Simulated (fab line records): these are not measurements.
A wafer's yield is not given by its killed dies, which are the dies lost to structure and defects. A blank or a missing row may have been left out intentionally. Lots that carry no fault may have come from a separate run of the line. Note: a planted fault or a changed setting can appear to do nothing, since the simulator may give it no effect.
fab line records	flow sky130
record lots=6	wafers=18	last_day=49
route steps=708 shown CAP2M@612 METAL4@621
lots that met no fault: from a run of the same line without faults
start_h: start of the lot's first displayed wafer, in hours after the record's first day	wait_h: hours from the lot's prior step to this one	" identical to the entry in the row above	L1.1+2: a single row standing in for several wafers	- no value present, or no start provided	* or withheld: withheld	< > ~ a bound
route shown NAME@n: a module of which the file shows steps, and the number in the route of the first	usual: mean/standard deviation taken from wafers without a fault	same: alike in all rows	chamber/n: place in a boat	sites: each site's reading	_std_site: how widely they spread, as a standard deviation	_edge_site: inner sites' mean taken away from outer sites' mean	radius_mm: how far each site lies from the wafer's centre	mask NAME#n: copy n	behind: tool/chamber where the wafer was last shaped	hold: the reason the lot was held/the length of the hold in hours/how it ended	device: the transistor (n, p or np) that didn't switch	end of line: tests run on the same wafers once the route is complete	for a step that has no rows: nothing shown but its recipe	killed: at the first sort, the dies lost to defects and structure; wafer yield is something else	map: a wafer's dies, marking killed ones x, the rest . and places with no die _
set.NAME: the run value of the setting; set.NAME@STEP: its run value at that earlier step	model.NAME: the simulator's own value behind a step, which no gauge read
lots seen at some steps along the route; tables by step, rows by wafer
services: a tool's chamber out of use, with start hour (start_h, from the record's first day; less than 0 if before it), hours out, and reason
## steps
# step SKY_CAP2M_EXPOSE_09
# recipe mask_id=CAP2M	na=0.6	source_shape=conventional	sigma_outer=0.6	polarization=unpolarized	target_cd_nm=1000	dose_mj=159
# step SKY_CAP2M_PEB_10
# recipe temp_c=withheld	time_s=*	resist=NOVOLAK
# step SKY_CAP2M_DEVELOP_11
# recipe resist=NOVOLAK	developer=TMAH	develop_time_s=60	dev_temp_c=23
# step SKY_CAP2M_OVL_MEAS_12
# usual CAP2M_OVL=0.0/1.6
lot.wafer	tool	chamber	start_h	wait_h	CAP2M_OVL[nm]
L540.2	overlay-02	-	958.37	0.1	0.2
L540.4	"	-	"	"	1.2
L540.5	"	-	"	"	0.8
L545.2	overlay-02	-	1003.47	0.1	-0.4
L545.3	"	-	"	"	-1.1
L545.6	"	-	"	"	-1.1
L553.1	overlay-01	-	1059.40	0.1	0.2
L553.3	"	-	"	"	0.1
L553.6	"	-	"	"	-0.8
L555.1	overlay-02	-	1063.26	0.1	-1.1
L555.3	"	-	"	"	-1.3
L555.5	"	-	"	"	-0.3
L557.2	overlay-01	-	1067.16	0.1	2.3
L557.3	"	-	"	"	2.0
L557.6	"	-	"	"	2.1
L558.1	overlay-02	-	1079.46	0.1	1.2
L558.4	"	-	"	"	-2.3
L558.6	"	-	"	"	-0.7
# step SKY_CAP2M_METAL_ETCH_13
# recipe target_depth_nm=220	stop_on=SiO2	chemistry=Cl2/BCl3	target=TiN	pressure_mtorr=10	icp_w=900	bias_w=48.5	Cl2_flow_sccm=60	bcl3_flow_sccm=30	time_s=62.9
# usual drypump_motor_current_A=5.7/0.57	mfc_cl2_sccm=60.03/0.18	oes_product_au=0.942/0.0066	throttle_valve_pct=21.900/0.0095
lot.wafer	tool	chamber	start_h	wait_h	drypump_motor_current_A	mfc_cl2_sccm	oes_product_au	rf_hours_counter_h	throttle_valve_pct
L540.2	rie_metal-04	0	958.40	0.0	6.0	59.90	0.925	18	21.895
L540.4	"	0	"	"	6.0	59.91	0.923	-	21.922
L540.5	"	1	"	"	6.0	60.18	0.929	-	21.914
L545.2	rie_metal-04	1	1003.50	0.0	6.0	60.31	0.947	14	21.898
L545.3	"	0	"	"	6.0	59.99	0.934	-	21.913
L545.6	"	1	"	"	6.0	60.32	0.946	-	21.901
L553.1	rie_metal-02	1	1059.44	0.0	5.5	60.05	0.947	2	21.906
L553.3	"	1	"	"	5.5	59.92	0.948	-	21.894
L553.6	"	0	"	"	6.6	59.87	0.951	-	21.895
L555.1	rie_metal-03	1	1063.30	0.0	4.7	60.17	0.934	16	21.899
L555.3	"	1	"	"	4.7	60.00	0.939	-	21.911
L555.5	"	0	"	"	5.6	59.99	0.933	-	21.906
L557.2	rie_metal-04	0	1067.19	0.0	6.0	60.11	0.947	3	21.904
L557.3	"	1	"	"	6.0	59.80	0.939	-	21.896
L557.6	"	1	"	"	6.0	59.92	0.942	-	21.907
L558.1	rie_metal-03	0	1079.50	0.0	5.6	60.24	0.936	15	21.883
L558.4	"	1	"	"	4.7	60.01	0.943	-	21.900
L558.6	"	1	"	"	4.7	60.01	0.950	-	21.892
# step SKY_CAP2M_STRIP_14
# recipe chemistry=O2/N2	power_w=1400	pressure_mtorr=1500	platen_temp_c=withheld	o2_flow_sccm=3000	n2_flow_sccm=300	overash_fraction=0.5
# usual drypump_motor_current_A=5.7/0.44	n2_flow_sccm=299.9/0.79	oes_product_au=0.710/0.0044	strip_time_to_endpoint_s=12.67/0.062
lot.wafer	tool	chamber	start_h	wait_h	drypump_motor_current_A	n2_flow_sccm	oes_product_au	rf_hours_counter_h	strip_time_to_endpoint_s
L540.2	plasma_asher-03	1	958.48	0.1	6.0	300.0	0.709	23	12.66
L540.4	"	0	"	"	6.0	301.4	0.716	-	12.64
L540.5	"	1	"	"	6.0	299.1	0.711	-	12.57
L545.2	plasma_asher-04	0	1003.58	0.1	6.3	298.8	0.711	118	12.75
L545.3	"	0	"	"	6.3	298.6	0.710	-	12.80
L545.6	"	0	"	"	6.3	298.6	0.707	-	12.71
L553.1	plasma_asher-02	1	1059.54	0.1	5.5	300.5	0.711	60	12.56
L553.3	"	0	"	"	5.2	299.7	0.710	-	12.57
L553.6	"	0	"	"	5.2	300.0	0.709	-	12.64
L555.1	plasma_asher-02	0	1063.44	0.1	5.2	299.7	0.705	61	12.69
L555.3	"	0	"	"	5.2	299.2	0.713	-	12.70
L555.5	"	1	"	"	5.5	299.2	0.707	-	12.71
L557.2	plasma_asher-04	0	1067.27	0.1	6.2	299.9	0.710	0	12.67
L557.3	"	0	"	"	6.3	299.9	0.710	-	12.59
L557.6	"	0	"	"	6.3	298.6	0.710	-	12.62
L558.1	plasma_asher-02	0	1079.58	0.1	5.2	299.1	0.715	62	12.73
L558.4	"	0	"	"	5.2	297.3	0.703	-	12.75
L558.6	"	0	"	"	5.2	299.6	0.713	-	12.73
# step SKY_CAP2M_STRIP_15
# recipe chemistry=post_etch_residue_remover	time_s=1200	temp_c=72.5
# step SKY_CAP2M_CLEAN_16
# recipe chemistry=IPA	time_s=180	temp_c=25
# step SKY_CAP2M_CLEAN_17
# recipe chemistry=O3/DIW	dry=n2_spin
# step SKY_METAL4_DEHYDRATE_05
# recipe temp_c=200	time_s=60
# step SKY_METAL4_HMDS_06
# recipe prime_time_s=60	prime_temp_c=120
# step SKY_METAL4_COAT_07
# recipe resist=BARC	temp_c=withheld	time_s=withheld	spin_rpm=3000	resist_thk_nm=60
# step SKY_METAL4_COAT_08
# recipe resist=KrF-thick	spin_rpm=3000	resist_thk_nm=1140
lot.wafer	tool	chamber	start_h	wait_h	model.KrF-thick_of_METAL4_COAT_08.thk_nm
L540.2	litho_track-02	0	970	-	1138
L540.4	"	0	"	"	1140
L540.5	"	0	"	"	1139
L545.2	litho_track-04	0	1014	-	1136
L545.3	"	0	"	"	1138
L545.6	"	0	"	"	1137
L553.1	litho_track-04	0	1070	-	1060
L553.3	"	0	"	"	1057
L553.6	"	0	"	"	1063
L555.1	litho_track-04	0	1074	-	1066
L555.3+5	"	0	"	"	1064
L557.2+3	litho_track-02	0	1078	-	1140
L557.6	"	0	"	"	1141
L558.1	litho_track-01	0	1089	-	1140
L558.4	"	0	"	"	1143
L558.6	"	0	"	"	1144
# step SKY_METAL4_SOFTBAKE_09
# recipe temp_c=100	time_s=90	resist=KrF-thick
# step SKY_METAL4_EXPOSE_10
# recipe mask_id=MM4	na=0.68	source_shape=annular	sigma_inner=0.4	sigma_outer=0.8	target_cd_nm=300	dose_mj=28
# step SKY_METAL4_PEB_11
# recipe peb_temp_c=withheld	peb_time_s=withheld	resist=KrF-thick
# step SKY_METAL4_DEVELOP_12
# recipe develop_time_s=60	resist=KrF-thick	dev_temp_c=21
# step SKY_METAL4_CD_MEAS_13
# recipe target_cd_nm=300
# usual cd_nm=299.9/1.5
lot.wafer	tool	chamber	start_h	wait_h	cd_nm
L540.2	cd_sem-01	-	982.91	-	296.2
L540.4	"	-	"	"	297.9
L540.5	"	-	"	"	297.7
L545.2	cd_sem-02	-	1026.46	-	297.4
L545.3	"	-	"	"	301.2
L545.6	"	-	"	"	297.8
L553.1	cd_sem-01	-	1080.96	-	296.3
L553.3	"	-	"	"	296.2
L553.6	"	-	"	"	298.0
L555.1	cd_sem-01	-	1084.99	-	297.8
L555.3	"	-	"	"	297.0
L555.5	"	-	"	"	297.1
L557.2	cd_sem-01	-	1087.91	-	300.0
L557.3	"	-	"	"	299.7
L557.6	"	-	"	"	300.4
L558.1	cd_sem-01	-	1100.34	-	299.3
L558.4	"	-	"	"	298.5
L558.6	"	-	"	"	298.4
# step SKY_METAL4_OVL_MEAS_14
# usual METAL4_OVL=-1/6.1
lot.wafer	tool	chamber	start_h	wait_h	METAL4_OVL[nm]
L540.2	overlay-01	-	983.02	0.1	-8
L540.4	"	-	"	"	-7
L540.5	"	-	"	"	-7
L545.2	overlay-01	-	1026.57	0.1	-1
L545.3	"	-	"	"	-2
L545.6	"	-	"	"	-8
L553.1	overlay-01	-	1081.08	0.1	2
L553.3	"	-	"	"	1
L553.6	"	-	"	"	-2
L555.1	overlay-01	-	1085.11	0.1	-4
L555.3	"	-	"	"	-4
L555.5	"	-	"	"	-9
L557.2	overlay-01	-	1088.01	0.1	5
L557.3	"	-	"	"	-6
L557.6	"	-	"	"	3
L558.1	overlay-01	-	1100.46	0.1	5
L558.4	"	-	"	"	2
L558.6	"	-	"	"	6
# step SKY_METAL4_DESCUM_15
# recipe chemistry=O2	source_power_w=150	bias_power_w=0	pressure_mtorr=10	temp_c=40	time_s=8
# usual drypump_motor_current_A=5.9/0.5	oes_product_au=0.999/0.009
lot.wafer	tool	chamber	start_h	wait_h	drypump_motor_current_A	oes_product_au	rf_hours_counter_h	model.METAL4.cd_nm
L540.2	rie_metal-02	0	983.05	0.0	6.6	1.014	5	296.4
L540.4	"	0	"	"	6.6	1.007	-	297.8
L540.5	"	0	"	"	6.6	1.004	-	297.4
L545.2	rie_metal-01	1	1026.60	0.0	5.2	0.998	8	297.4
L545.3	"	1	"	"	5.2	0.995	-	301.3
L545.6	"	1	"	"	5.2	0.991	-	298.5
L553.1	rie_metal-02	0	1081.12	0.0	6.6	0.997	12	296.1
L553.3	"	0	"	"	6.6	0.997	-	296
L553.6	"	1	"	"	5.5	1.007	-	297.6
L555.1	rie_metal-04	1	1085.15	0.0	6.0	1.003	20	297.9
L555.3	"	0	"	"	6.0	0.983	-	296.7
L555.5	"	0	"	"	6.0	0.981	-	297
L557.2	rie_metal-02	1	1088.04	0.0	5.4	1.003	4	299.2
L557.3	"	0	"	"	6.6	0.991	-	300.1
L557.6	"	0	"	"	6.6	0.991	-	300.5
L558.1	rie_metal-04	1	1100.49	0.0	6.0	0.999	21	299.2
L558.4	"	1	"	"	6.0	1.008	-	298.5
L558.6	"	0	"	"	6.1	0.992	-	297.4
# step SKY_METAL4_ETCH_16
# recipe chemistry=N2/H2	target=BARC	ion_energy_ev=200	bias_w=100	pressure_mtorr=30	n2_flow_sccm=100	h2_flow_sccm=200	icp_w=500	stop_on=SiO2	time_s=88.2	target_depth_a=600
# usual drypump_motor_current_A=6.0/0.5	n2_flow_sccm=100.01/0.29	oes_product_au=0.626/0.0048	throttle_valve_pct=13.204/0.0086
lot.wafer	tool	chamber	start_h	wait_h	drypump_motor_current_A	n2_flow_sccm	oes_product_au	rf_hours_counter_h	throttle_valve_pct
L540.2	rie_metal-02	0	983.08	0.0	6.6	100.01	0.613	6	13.196
L540.4	"	0	"	"	6.6	99.65	0.621	-	13.203
L540.5	"	0	"	"	6.6	100.14	0.626	-	13.198
L545.2	rie_metal-01	1	1026.63	0.0	5.2	100.33	0.618	8	13.203
L545.3	"	1	"	"	5.2	100.44	0.624	-	13.194
L545.6	"	1	"	"	5.2	100.03	0.622	-	13.199
L553.1	rie_metal-02	0	1081.15	0.0	6.6	99.81	0.627	12	13.196
L553.3	"	0	"	"	6.6	99.66	0.624	-	13.219
L553.6	"	1	"	"	5.5	100.18	0.626	-	13.206
L555.1	rie_metal-04	1	1085.18	0.0	6.0	99.96	0.622	20	13.210
L555.3	"	0	"	"	6.0	100.03	0.624	-	13.195
L555.5	"	0	"	"	6.0	99.74	0.623	-	13.199
L557.2	rie_metal-02	1	1088.08	0.0	5.5	100.09	0.627	4	13.208
L557.3	"	0	"	"	6.6	99.99	0.628	-	13.204
L557.6	"	0	"	"	6.6	99.76	0.626	-	13.195
L558.1	rie_metal-04	1	1100.53	0.0	6.0	99.92	0.627	21	13.210
L558.4	"	1	"	"	6.0	99.78	0.637	-	13.202
L558.6	"	0	"	"	6.0	100.00	0.631	-	13.195
# step SKY_METAL4_ETCH_17
# recipe target=SiO2	stop_on=TiN	chemistry=C4F8/O2/Ar	source_w=1500	bias_w=1200	pressure_mtorr=40	c4f8_flow_sccm=withheld	O2_flow_sccm=6	Ar_flow_sccm=300	time_s=3.9	target_depth_a=150
# usual oes_product_au=0.754/0.0067
lot.wafer	tool	chamber	start_h	wait_h	oes_product_au	rf_hours_counter_h
L540.2	rie_diel-02	2	983.18	0.1	0.744	8
L540.4	"	0	"	"	0.758	21
L540.5	"	0	"	"	0.745	-
L545.2	rie_diel-02	3	1026.73	0.1	0.756	13
L545.3	"	2	"	"	0.749	10
L545.6	"	1	"	"	0.758	-
L553.1	rie_diel-04	1	1081.25	0.1	0.752	16
L553.3	"	3	"	"	0.748	9
L553.6	"	2	"	"	0.769	-
L555.1	rie_diel-04	0	1085.28	0.1	0.743	7
L555.3	"	3	"	"	0.737	9
L555.5	"	0	"	"	0.752	-
L557.2	rie_diel-04	0	1088.17	0.1	0.739	7
L557.3	"	2	"	"	0.747	8
L557.6	"	2	"	"	0.749	-
L558.1	rie_diel-01	3	1100.62	0.1	0.754	14
L558.4	"	1	"	"	0.770	26
L558.6	"	0	"	"	0.762	-
# step SKY_METAL4_METAL_ETCH_18
# recipe target_depth_a=8450	stop_on=SiO2	over_etch_frac=0.3	time_s=183.1	chemistry=Cl2/BCl3	resist_sidewall_deg=88	pressure_mtorr=10	icp_w=900	bias_w=48.5	Cl2_flow_sccm=60	bcl3_flow_sccm=30
# usual drypump_motor_current_A=5.9/0.49	mfc_cl2_sccm=60.04/0.2	oes_product_au=0.866/0.0065	throttle_valve_pct=22.265/0.0087
lot.wafer	tool	chamber	start_h	wait_h	drypump_motor_current_A	mfc_cl2_sccm	oes_product_au	rf_hours_counter_h	throttle_valve_pct	model.KrF-thick_of_METAL4_COAT_08.thk_nm
L540.2	rie_metal-04	0	983.20	0.0	6.0	60.27	0.866	19	22.268	534.2
L540.4	"	1	"	"	6.0	60.09	0.865	-	22.267	516.6
L540.5	"	1	"	"	6.0	59.89	0.854	-	22.256	519
L545.2	rie_metal-04	1	1026.81	0.1	6.0	59.96	0.864	-	22.264	520
L545.3	"	1	"	"	6.0	60.11	0.853	-	22.271	518.3
L545.6	"	1	"	"	6.0	60.24	0.863	-	22.254	522.5
L553.1	rie_metal-04	1	1081.27	0.0	6.0	59.83	0.861	20	22.260	444.4
L553.3	"	0	"	"	6.0	60.28	0.870	-	22.273	457.6
L553.6	"	0	"	"	6.0	60.53	0.872	-	22.271	460
L555.1	rie_metal-01	1	1085.30	0.0	5.2	60.50	0.862	13	22.263	456.7
L555.3	"	1	"	"	5.2	60.32	0.852	-	22.260	458
L555.5	"	0	"	"	6.4	60.04	0.862	-	22.269	457
L557.2	rie_metal-04	0	1088.19	0.0	6.0	60.20	0.863	4	22.268	531.4
L557.3	"	0	"	"	6.0	60.00	0.864	-	22.250	535.9
L557.6	"	0	"	"	6.0	60.33	0.856	-	22.262	539.1
L558.1	rie_metal-02	1	1100.64	0.0	5.4	60.35	0.870	5	22.262	516.8
L558.4	"	1	"	"	5.5	59.95	0.867	-	22.266	525.3
L558.6	"	1	"	"	5.5	60.01	0.858	-	22.260	525.9
# step SKY_METAL4_STRIP_19
# recipe chemistry=O2/N2	power_w=1400	pressure_mtorr=1500	platen_temp_c=withheld	o2_flow_sccm=3000	n2_flow_sccm=300	overash_fraction=0.5
# usual drypump_motor_current_A=5.9/0.42	n2_flow_sccm=299.8/0.94	oes_product_au=0.502/0.005	strip_time_to_endpoint_s=6.54/0.069
lot.wafer	tool	chamber	start_h	wait_h	drypump_motor_current_A	n2_flow_sccm	oes_product_au	rf_hours_counter_h	strip_time_to_endpoint_s
L540.2	plasma_asher-03	1	983.38	0.1	6.0	300.6	0.505	25	6.60
L540.4	"	1	"	"	6.0	299.8	0.503	-	6.43
L540.5	"	0	"	"	6.0	300.1	0.500	-	6.47
L545.2	plasma_asher-02	1	1027.10	0.2	5.5	299.8	0.500	56	6.45
L545.3	"	0	"	"	5.2	299.0	0.504	-	6.43
L545.6	"	1	"	"	5.5	300.6	0.506	-	6.49
L553.1	plasma_asher-01	0	1081.45	0.1	5.7	301.3	0.473	97	5.70
L553.3	"	1	"	"	6.5	299.8	0.464	-	5.84
L553.6	"	1	"	"	6.5	300.4	0.473	-	5.85
L555.1	plasma_asher-03	0	1085.48	0.1	6.0	299.5	0.470	35	5.83
L555.3	"	1	"	"	6.0	301.2	0.477	-	5.85
L555.5	"	0	"	"	6.0	300.4	0.476	-	5.82
L557.2	plasma_asher-02	1	1088.37	0.1	5.5	299.8	0.508	63	6.57
L557.3	"	1	"	"	5.5	300.2	0.512	-	6.61
L557.6	"	1	"	"	5.5	300.2	0.504	-	6.65
L558.1	plasma_asher-03	1	1100.82	0.1	6.0	300.4	0.500	36	6.42
L558.4	"	1	"	"	6.0	301.0	0.501	-	6.51
L558.6	"	0	"	"	6.0	299.6	0.504	-	6.52
# step SKY_METAL4_STRIP_20
# recipe chemistry=post_etch_residue_remover	time_s=1200	temp_c=72.5
## services
tool	chamber	start_h	hours	kind
rie_metal-02	-	938.92	0.7	repair
plasma_asher-04	-	941.53	2.4	repair
rie_metal-01	-	942.45	2.6	repair
rie_metal-01	-	942.82	0.3	repair
plasma_asher-01	-	945.77	7.7	repair
plasma_asher-02	-	963.70	4.3	repair
rie_metal-03	-	974.87	1.2	repair
plasma_asher-04	-	976.68	2.8	pm
plasma_asher-02	-	977.03	2.0	repair
rie_diel-02	2	1002.32	1.3	repair
rie_metal-04	0	1014.67	-	clean
rie_metal-04	0	1014.67	14.9	scheduled_down
rie_metal-04	0	1014.67	14.9	vent_cycle
rie_metal-02	1	1014.87	-	clean
rie_metal-02	1	1014.87	15.3	scheduled_down
rie_metal-02	1	1014.87	15.3	vent_cycle
rie_diel-01	0	1041.95	8.5	repair
plasma_asher-03	-	1044.69	4.3	pm
rie_diel-04	1	1050.04	2.7	repair
plasma_asher-04	-	1055.25	9.0	pm
plasma_asher-03	-	1060.70	4.2	repair
rie_diel-02	3	1062.39	3.0	repair
rie_metal-02	-	1068.06	1.4	pm
rie_metal-04	-	1092.43	0.4	repair
## key
first_sign step=SKY_METAL4_CD_MEAS_13	reading=cd_nm	direction=down	sigmas=1.9	usual=299.9	struck=297.1
effect step=SKY_METAL4_STRIP_19	reading=strip_time_to_endpoint_s	direction=down	sigmas=11	usual=*	struck=*
model_effect step=SKY_METAL4_COAT_08	value=KrF-thick_of_METAL4_COAT_08.thk_nm	without=1141	struck=1062
model_effect step=SKY_METAL4_DESCUM_15	value=METAL4.cd_nm	without=299.6	struck=296.9
model_effect step=SKY_METAL4_METAL_ETCH_18	value=KrF-thick_of_METAL4_COAT_08.thk_nm	without=533.9	struck=455.6
met_at SKY_METAL4_COAT_08
struck_wafers L553.1,L553.3,L553.6,L555.1,L555.3,L555.5
onset_between 1014 1070
fault kind=process_parameter_drift	tool=litho_track-04	chamber=-	onset_h=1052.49	steps=SKY_METAL4_COAT_08	channel=resist_thk_nm	offset=-78.21	shape=step	end_h=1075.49	acts_in=these_recipes_only	stated=1140
